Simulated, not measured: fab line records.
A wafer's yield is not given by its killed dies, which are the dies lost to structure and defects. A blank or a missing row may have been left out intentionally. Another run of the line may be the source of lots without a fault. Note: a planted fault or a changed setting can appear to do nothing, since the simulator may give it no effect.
Which tool did it? + flow sky130 + 12 lots with 35 wafers sampled at 5 steps, on a route of 708 steps

## WHAT THE GAUGES READ, wafer by wafer
SKY_VT_ADJUST_PCH_OVL_MEAS_07. Usual: for VT_ADJUST_PCH_OVL the level is 0.0 nm and the standard deviation is 1.4.
| lot  | measured     | on         | VT_ADJUST_PCH_OVL (nm) | flag |
|------|--------------|------------|------------------------|------|
| L385 | day 11 07:49 | overlay-01 | -0.9 -0.9 -2.9         |      |
| L386 | day 11 09:23 | overlay-02 | -0.3 0.9 1.1           |      |
| L387 | day 11 09:44 | overlay-01 | 1.5 1.2 0.1            |      |
| L391 | day 12 15:51 | overlay-02 | 1.1 0.2 0.6            |      |
| L389 | day 12 17:41 | overlay-02 | 1.5 -1.8 -0.2          |      |
| L393 | day 13 06:20 | overlay-02 | 0.1 -0.5 -1.6          |      |
| L395 | day 13 22:48 | overlay-01 | 0.1 2.3 1.1            |      |
| L396 | day 14 09:32 | overlay-01 | -0.4 -0.6 1.2          |      |
| L397 | day 14 17:29 | overlay-02 | -0.7 -0.5 -0.1         |      |
| L398 | day 15 00:19 | overlay-01 | -0.3 1.0               |      |
| L405 | day 17 00:33 | overlay-02 | 0.9 1.7 2.4            |      |
| L406 | day 17 04:19 | overlay-01 | -1.3 -0.4 -0.5         |      |

SKY_GATE_OXIDE_OVL_MEAS_10. Usual: for GATE_OXIDE_OVL the level is -0.5 nm and the standard deviation is 1.4.
| lot  | measured     | on         | GATE_OXIDE_OVL (nm) | flag |
|------|--------------|------------|---------------------|------|
| L385 | day 14 18:53 | overlay-01 | -1.8 0.3 -2.6       |      |
| L386 | day 14 22:59 | overlay-01 | -1.9 -0.5 -1.5      |      |
| L387 | day 14 22:59 | overlay-02 | -0.8 -1.2 -0.7      |      |
| L391 | day 16 10:23 | overlay-02 | 1.3 1.3 0.3         |      |
| L389 | day 16 09:53 | overlay-01 | 0.6 1.1 -0.6        |      |
| L393 | day 16 22:24 | overlay-01 | -0.3 -2.5 -0.1      |      |
| L395 | day 18 09:21 | overlay-01 | 0.9 1.9 1.5         |      |
| L396 | day 18 10:23 | overlay-02 | -0.1 -0.3 -1.7      |      |
| L397 | day 18 16:35 | overlay-01 | -1.0 -0.5 -0.4      |      |
| L398 | day 18 22:17 | overlay-01 | 1.5 -2.4            |      |
| L405 | day 21 02:35 | overlay-01 | -0.6 -0.6 -0.2      |      |
| L406 | day 21 07:02 | overlay-02 | 1.6 0.2 1.3         |      |

SKY_VIA1_THK_MEAS_01. Usual: for VIA1_HDPCVD_THK the level is 1036 nm and the standard deviation is 11.
| lot  | measured     | on            | VIA1_HDPCVD_THK (nm) | flag |
|------|--------------|---------------|----------------------|------|
| L385 | day 33 23:16 | film-metro-03 | 1034 1021 1026       |      |
| L386 | day 34 03:56 | film-metro-02 | 1026 1045 1022       |      |
| L387 | day 34 06:42 | film-metro-01 | 1048 1033 1005       |      |
| L391 | day 35 14:19 | film-metro-03 | 1033 1032 1038       |      |
| L389 | day 35 13:21 | film-metro-03 | 1033 1027 1033       |      |
| L393 | day 35 19:46 | film-metro-01 | 1036 1047 1067       |      |
| L395 | day 37 05:32 | film-metro-01 | 1017 1022 1034       |      |
| L396 | day 37 04:23 | film-metro-03 | 1022 1018 1024       |      |
| L397 | day 37 10:52 | film-metro-03 | 1058 1053 1036       |      |
| L398 | day 37 13:49 | film-metro-01 | 1175 1026            | OFF  |
| L405 | day 39 08:24 | film-metro-02 | 1028 1036 1043       |      |
| L406 | day 39 12:01 | film-metro-03 | 1038 1032 1029       |      |

## WHICH TOOL RAN EACH LOT (tool, then ch and the chambers of the sampled wafers, then the start)
| lot  | SKY_VT_ADJUST_LVTN_STRIP_20          | SKY_VIA1_HDPCVD_00               |
|------|--------------------------------------|----------------------------------|
| L385 | plasma-asher-03 ch 0,1, day 8 14:51  | hdpcvd-02 ch 0,2, day 33 23:08   |
| L386 | plasma-asher-01 ch 0,1, day 8 15:57  | hdpcvd-02 ch 0,1,2, day 34 03:49 |
| L387 | plasma-asher-02 ch 0,1, day 8 16:15  | hdpcvd-01 ch 0,1,2, day 34 06:35 |
| L391 | plasma-asher-01 ch 0,1, day 9 18:10  | hdpcvd-01 ch 0,2, day 35 14:11   |
| L389 | plasma-asher-02 ch 0,1, day 9 19:21  | hdpcvd-02 ch 0,1,2, day 35 13:14 |
| L393 | plasma-asher-03 ch 0,1, day 10 07:07 | hdpcvd-01 ch 0,1,2, day 35 19:41 |
| L395 | plasma-asher-01 ch 1, day 10 21:14   | hdpcvd-02 ch 1,2, day 37 05:25   |
| L396 | plasma-asher-02 ch 0,1, day 11 07:37 | hdpcvd-02 ch 1,2, day 37 04:16   |
| L397 | plasma-asher-02 ch 0,1, day 11 13:57 | hdpcvd-01 ch 0,1,2, day 37 10:44 |
| L398 | plasma-asher-03 ch 0,1, day 11 20:09 | hdpcvd-02 ch 0,1, day 37 13:41   |
| L405 | plasma-asher-03 ch 0,1, day 13 16:09 | hdpcvd-01 ch 0,1,2, day 39 08:17 |
| L406 | plasma-asher-01 ch 0,1, day 13 20:08 | hdpcvd-01 ch 0,1, day 39 11:54   |
- SKY_VT_ADJUST_LVTN_STRIP_20: strips in O2/N2.
- SKY_VIA1_HDPCVD_00: deposits SiO2, target thk 1030 nm, time 171.7 s.

## WHAT THE TOOLS THEMSELVES READ (means of the sampled wafers that have a number; where no wafer has one, the mark that the record gives instead)
SKY_VT_ADJUST_LVTN_STRIP_20. Usual: drypump-motor-current-A 5.73 A, standard deviation 0.15; oes-product-au 0.715 a.u., standard deviation 0.0047; strip-time-to-endpoint-s 14.19 s, standard deviation 0.045.
| lot  | tool            | drypump-motor-current-A (A) | oes-product-au (a.u.) | strip-time-to-endpoint-s (s) | flag |
|------|-----------------|-----------------------------|-----------------------|------------------------------|------|
| L385 | plasma-asher-03 | 5.77                        | 0.715                 | 14.17                        |      |
| L386 | plasma-asher-01 | 5.44                        | 0.716                 | 14.18                        |      |
| L387 | plasma-asher-02 | 5.84                        | 0.715                 | 14.19                        |      |
| L391 | plasma-asher-01 | 5.44                        | 0.714                 | 14.28                        |      |
| L389 | plasma-asher-02 | 5.84                        | 0.716                 | 14.18                        |      |
| L393 | plasma-asher-03 | 5.76                        | 0.715                 | 14.26                        |      |
| L395 | plasma-asher-01 | 5.42                        | 0.715                 | 14.19                        |      |
| L396 | plasma-asher-02 | 5.82                        | 0.711                 | 14.15                        |      |
| L397 | plasma-asher-02 | 5.85                        | 0.721                 | 14.20                        |      |
| L398 | plasma-asher-03 | 5.77                        | 0.716                 | 14.18                        |      |
| L405 | plasma-asher-03 | 5.79                        | 0.710                 | 14.17                        |      |
| L406 | plasma-asher-01 | 5.43                        | 0.716                 | 14.15                        |      |

SKY_VIA1_HDPCVD_00. Usual: run-length-s at 199.7 s, with a standard deviation of 0.56.
| lot  | tool      | run-length-s (s) | flag |
|------|-----------|------------------|------|
| L385 | hdpcvd-02 | 199.7            |      |
| L386 | hdpcvd-02 | 199.9            |      |
| L387 | hdpcvd-01 | 199.2            |      |
| L391 | hdpcvd-01 | 199.5            |      |
| L389 | hdpcvd-02 | 199.9            |      |
| L393 | hdpcvd-01 | 199.5            |      |
| L395 | hdpcvd-02 | 200.4            |      |
| L396 | hdpcvd-02 | 200.2            |      |
| L397 | hdpcvd-01 | 199.5            |      |
| L398 | hdpcvd-02 | 212.1            | OFF  |
| L405 | hdpcvd-01 | 199.7            |      |
| L406 | hdpcvd-01 | 199.5            |      |

## THE ANSWER, worked out from the rows above alone
Rule: take the mean of a lot's wafers that have a number; if it is more than 3 standard deviations from the usual mean, the lot is off. Also off: a lot with no number at a reading for which 4 or more lots have one. Any other lot the step has rows for is counted as sound. First the gauges in route order, then the tools' own readings, where a lot's mean is used as printed above. At the first step where some lot is off, the reading lying furthest off is the one used; lots without a number count as furthest.
Off: L398, at SKY_VIA1_THK_MEAS_01 (VIA1_HDPCVD_THK).
If a tool, at a process step before that reading, ran all the lots that are off and no sound lot after the first of them, it fits. Not tried: the gauges at SKY_VIA1_THK_MEAS_01; whatever is off there is also off at SKY_VIA1_HDPCVD_00, on other tools, and gauge error can't account for it. One fits: hdpcvd-02 at SKY_VIA1_HDPCVD_00. A fault onset in the window from L395 (day 37 05:25, its last sound lot) to L398 (day 37 13:41, its first lot off) fits.
The tool's own readings at SKY_VIA1_HDPCVD_00 bear it out: on the lots that are off they differ by more than 5 times the standard deviation of the sound lots' means. run-length-s reads 212.1 s there against 199.7 s on the sound lots.

## WHAT WAS PUT IN BY THE SIMULATOR
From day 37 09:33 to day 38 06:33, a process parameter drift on hdpcvd-02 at SKY_VIA1_HDPCVD_00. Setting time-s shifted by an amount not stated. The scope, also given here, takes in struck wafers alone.
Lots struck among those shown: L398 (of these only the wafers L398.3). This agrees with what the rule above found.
